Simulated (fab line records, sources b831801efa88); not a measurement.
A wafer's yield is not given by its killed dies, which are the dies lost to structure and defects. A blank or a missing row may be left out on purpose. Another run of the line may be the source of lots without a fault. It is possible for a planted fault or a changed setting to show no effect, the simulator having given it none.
One fault through the eyes of 2 desks	flow sky130	what lay behind the numbers comes last; until then each desk has only its own

## FROM THE METROLOGY DESK
Lot by lot, what the gauges showed, no matter which tool ran the lot: averages of those sampled wafers that carry a number. If a lot's mean is further than 4 standard deviations from the usual mean, the lot is out of limits and carries the mark OUT (the distance appears in the brackets).
Columns: A = LI_CONTACT_BOW at SKY_LI_CONTACT_BOW_MEAS_03, usual 56 um; B = METAL1_ALCU_RS at SKY_METAL1_RS_MEAS_05, usual 0.1274 ohm/sq; C = METAL1_ALCU_THK at SKY_METAL1_THK_MEAS_06, usual 246.6 nm
lot	first seen here	A	B	C
L900	day 27 22:43	50	0.1281	244.9
L901	day 28 02:21	57	0.1272	247.1
L902	day 28 19:55	60	0.1280	245.0
L905	day 29 12:56	58	0.1270	247.6
L906	day 30 04:36	57	0.1297	243.1
L912	day 32 04:53	59	0.1295	234.1 (-4.3) OUT
L918	day 34 05:58	50	0.1283	244.4
L919	day 34 10:35	53	0.1258	248.5
L920	day 34 17:43	53	0.1262	248.6
L921	day 35 00:59	57	0.1264	248.4
This desk's result: L912 out of limits, first on L912 (METAL1_ALCU_THK at SKY_METAL1_THK_MEAS_06), day 35 22:24. L900, L901, L902, L905, L906, L918, L919, L920, L921: within limits.

## AT THE TOOL OWNER'S DESK: pvd sputter-04
At SKY_METAL1_SPUTTER_04 (material TiN, target thk 70 nm, time 58.3 s) the tool's own readings: per lot run on this tool, the mean of the sampled wafers that have a number. If a lot's mean is further than 4 standard deviations from the usual mean, the lot is out of limits and carries the mark OUT (the distance appears in the brackets).
Columns: A = throttle valve pct at SKY_METAL1_SPUTTER_04, usual 29.9 %
lot	first seen here	A
L902	day 32 12:30	29.4
L905	day 33 04:57	30.2
L906	day 33 19:28	30.1
L912	day 35 17:12	30.8
Result from this desk: across the 4 lots, nothing is out of limits.

## TAKEN TOGETHER
The metrology desk could have raised an alarm at day 35 22:24, on L912.
Nothing out of limits was seen by the tool owner's desk.
Tool owner's desk: L912 on record, inside its limits.
SKY_METAL1_SPUTTER_04 was run on pvd sputter-04 by each of the lots named.

## WHAT HAD BEEN PUT IN BY THE SIMULATOR
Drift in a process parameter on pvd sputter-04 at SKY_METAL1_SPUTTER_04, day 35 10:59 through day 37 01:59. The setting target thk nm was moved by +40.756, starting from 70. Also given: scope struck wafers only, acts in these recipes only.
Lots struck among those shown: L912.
Delay in hours, fault start to first out-of-limits reading, per desk: metrology desk 11.
